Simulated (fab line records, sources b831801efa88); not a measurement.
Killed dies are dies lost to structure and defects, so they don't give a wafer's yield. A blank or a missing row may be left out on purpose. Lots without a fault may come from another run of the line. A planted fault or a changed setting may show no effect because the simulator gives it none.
Which tool did it? | flow sky130 | 14 lots, 42 wafers sampled, at 5 steps of a route of 708

WHAT THE GAUGES READ, wafer by wafer
SKY_VT_ADJUST_HVTP_TW_MEAS_11.
lot  | measured     | on            | VT_ADJUST_HVTP_TW
L395 | day 6 10:52  | film_metro-02 | 1365 1363 1354
L398 | day 7 00:07  | film_metro-03 | 1339 1343 1353
L399 | day 7 10:47  | film_metro-01 | 1342 1337 1342
L400 | day 7 15:35  | film_metro-01 | 1339 1344 1342
L401 | day 7 22:05  | film_metro-02 | 1359 1361 1359
L403 | day 8 09:07  | film_metro-03 | 1338 1340 1345
L404 | day 8 17:47  | film_metro-02 | 1371 1355 1352
L411 | day 10 11:20 | film_metro-02 | 1352 1356 1361
L412 | day 10 20:50 | film_metro-02 | 1351 1366 1358
L413 | day 10 23:56 | film_metro-03 | 1351 1342 1342
L414 | day 11 03:56 | film_metro-02 | 1360 1369 1370
L415 | day 11 08:59 | film_metro-02 | 1371 1365 1366
L416 | day 11 15:23 | film_metro-03 | 1332 1340 1346
L417 | day 12 18:53 | film_metro-01 | 1355 1351 1346

SKY_VT_ADJUST_HVTR_TW_MEAS_11.
lot  | measured     | on            | VT_ADJUST_HVTR_TW
L395 | day 9 17:50  | film_metro-01 | 211.0 210.2 211.1
L398 | day 10 09:17 | film_metro-02 | 213.2 211.7 211.8
L399 | day 10 21:22 | film_metro-02 | 213.1 212.3 212.5
L400 | day 11 02:25 | film_metro-02 | 214.0 213.4 214.1
L401 | day 11 09:31 | film_metro-02 | 213.3 213.9 213.8
L403 | day 11 21:32 | film_metro-04 | 211.9 212.2 211.8
L404 | day 12 09:01 | film_metro-04 | 212.2 214.4 214.9
L411 | day 14 10:25 | film_metro-02 | 213.2 214.1 214.8
L412 | day 14 19:10 | film_metro-01 | 29.7 29.7 29.8
L413 | day 15 01:31 | film_metro-01 | 29.4 29.7 29.7
L414 | day 15 06:28 | film_metro-02 | 214.4 213.5 213.8
L415 | day 15 12:01 | film_metro-01 | 210.4 209.8 210.3
L416 | day 15 20:02 | film_metro-02 | 213.1 214.3 214.5
L417 | day 17 04:37 | film_metro-02 | 213.0 213.5 213.7

SKY_SD_P_OVL_MEAS_08.
lot  | measured     | on         | SD_P_OVL (nm)
L395 | day 25 21:38 | overlay-01 | 0.0 0.2 0.9
L398 | day 26 04:11 | overlay-01 | -1.7 -1.9 -1.2
L399 | day 26 20:14 | overlay-01 | -0.7 0.5 0.3
L400 | day 27 05:44 | overlay-02 | 0.4 0.3 -0.1
L401 | day 28 03:56 | overlay-01 | 0.4 -0.1 0.8
L403 | day 28 07:26 | overlay-01 | 0.3 -0.5 -0.7
L404 | day 28 16:41 | overlay-02 | -2.9 -1.2 -0.6
L411 | day 31 06:59 | overlay-01 | -1.5 -1.1 -1.2
L414 | day 31 22:35 | overlay-02 | -1.3 -0.9 -0.9
L415 | day 32 10:20 | overlay-01 | -0.5 -0.1 0.4
L416 | day 32 18:30 | overlay-01 | -1.1 -1.2 1.5
L417 | day 33 10:38 | overlay-01 | -0.9 -1.0 -0.5

WHICH TOOL RAN EACH LOT (tool, then ch and the chambers of the sampled wafers, then the start)
lot  | SKY_VT_ADJUST_HVTR_IMPLANT_09   | SKY_POLY_CUT_ETCH_10
L395 | implanter-04 ch 0, day 9 17:35  | rie_diel-04 ch 1,2, day 24 15:44
L398 | implanter-03 ch 0, day 10 09:02 | rie_diel-04 ch 1,2, day 24 23:34
L399 | implanter-04 ch 0, day 10 21:07 | rie_diel-02 ch 0,2,3, day 25 14:50
L400 | implanter-03 ch 0, day 11 02:10 | rie_diel-01 ch 0,1, day 26 00:25
L401 | implanter-02 ch 0, day 11 09:17 | rie_diel-02 ch 0,1, day 27 00:04
L403 | implanter-03 ch 0, day 11 21:19 | rie_diel-02 ch 0,1,2, day 27 03:37
L404 | implanter-03 ch 0, day 12 08:46 | rie_diel-01 ch 0,1, day 27 11:41
L411 | implanter-03 ch 0, day 14 10:11 | rie_diel-01 ch 0,2,3, day 30 02:47
L412 | implanter-02, day 14 18:55      | -
L413 | implanter-03, day 15 01:16      | -
L414 | implanter-02 ch 0, day 15 06:13 | rie_diel-02 ch 2,3, day 30 19:04
L415 | implanter-02 ch 0, day 15 11:46 | rie_diel-04 ch 0,1,3, day 31 05:28
L416 | implanter-03 ch 0, day 15 19:47 | rie_diel-02 ch 0,1,2, day 31 15:26
L417 | implanter-03 ch 0, day 17 04:24 | rie_diel-04 ch 1,2, day 32 08:02
- SKY_VT_ADJUST_HVTR_IMPLANT_09
- SKY_POLY_CUT_ETCH_10: etches BARC in N2/H2, stops on SiO2, time 45.9 s, target depth 60 nm.

WHAT THE TOOLS THEMSELVES READ (means of the sampled wafers that have a number; where no wafer has one, the mark that the record gives instead)
SKY_VT_ADJUST_HVTR_IMPLANT_09.
lot  | tool         | beam_energy_keV | beam_on_s (s)
L395 | implanter-04 | 9.999           | 10.00
L398 | implanter-03 | 10.004          | 9.99
L399 | implanter-04 | 9.999           | 10.14
L400 | implanter-03 | 10.001          | 9.90
L401 | implanter-02 | 9.997           | 10.08
L403 | implanter-03 | 10.002          | 10.14
L404 | implanter-03 | 10.002          | 10.13
L411 | implanter-03 | 10.001          | 10.11
L412 | implanter-02 | -               | -
L413 | implanter-03 | -               | -
L414 | implanter-02 | 9.997           | 10.15
L415 | implanter-02 | 10.000          | 10.05
L416 | implanter-03 | 10.001          | 9.96
L417 | implanter-03 | 10.000          | 9.98

SKY_POLY_CUT_ETCH_10.
lot  | tool        | drypump_motor_current_A (A) | oes_product_au (a.u.) | throttle_valve_pct (%)
L395 | rie_diel-04 | 5.4                         | 0.853                 | 13.236
L398 | rie_diel-04 | 5.4                         | 0.851                 | 13.223
L399 | rie_diel-02 | 5.5                         | 0.856                 | 13.227
L400 | rie_diel-01 | 6.1                         | 0.854                 | 13.230
L401 | rie_diel-02 | 5.9                         | 0.856                 | 13.224
L403 | rie_diel-02 | 5.8                         | 0.851                 | 13.219
L404 | rie_diel-01 | 6.1                         | 0.851                 | 13.221
L411 | rie_diel-01 | 6.1                         | 0.853                 | 13.229
L414 | rie_diel-02 | 5.4                         | 0.857                 | 13.235
L415 | rie_diel-04 | 5.4                         | 0.858                 | 13.225
L416 | rie_diel-02 | 5.7                         | 0.857                 | 13.227
L417 | rie_diel-04 | 5.4                         | 0.852                 | 13.220

THE ANSWER, worked out from the rows above alone
Rule: what is usual is taken from the lots themselves. Put in order of their means at a reading, lots are off if they are a third of the lots or fewer, leave a main group of 4 or more, and stand apart from it by a gap of 3 or more times the standard deviation of the main group's means; of several such gaps the widest counts. A main group whose means are all the same, to the digits that the tables above print for the reading, isn't used. A lot without any number at a reading at which 4 lots or more have one is off too. The other lots that the step has rows for count as sound. The gauges are gone through in route order, then the tools' own readings, and for those a lot's mean is taken as printed above. The first step at which some lot is off is used, and at that step the reading that is off furthest; a lot without a number counts as furthest.
Off: L412, L413, at SKY_VT_ADJUST_HVTR_TW_MEAS_11 (VT_ADJUST_HVTR_TW). The main group: mean 212.9, standard deviation 1.3.
A tool fits if, at a process step before that reading, it ran every lot that is off, and no sound lot after the first of them. The gauges at SKY_VT_ADJUST_HVTR_TW_MEAS_11 aren't tried: what is off there is off at SKY_VT_ADJUST_HVTR_IMPLANT_09 too, on other tools, and a gauge's error can't cause that. None of those tried fits.

WHAT THE SIMULATOR HAD PUT IN
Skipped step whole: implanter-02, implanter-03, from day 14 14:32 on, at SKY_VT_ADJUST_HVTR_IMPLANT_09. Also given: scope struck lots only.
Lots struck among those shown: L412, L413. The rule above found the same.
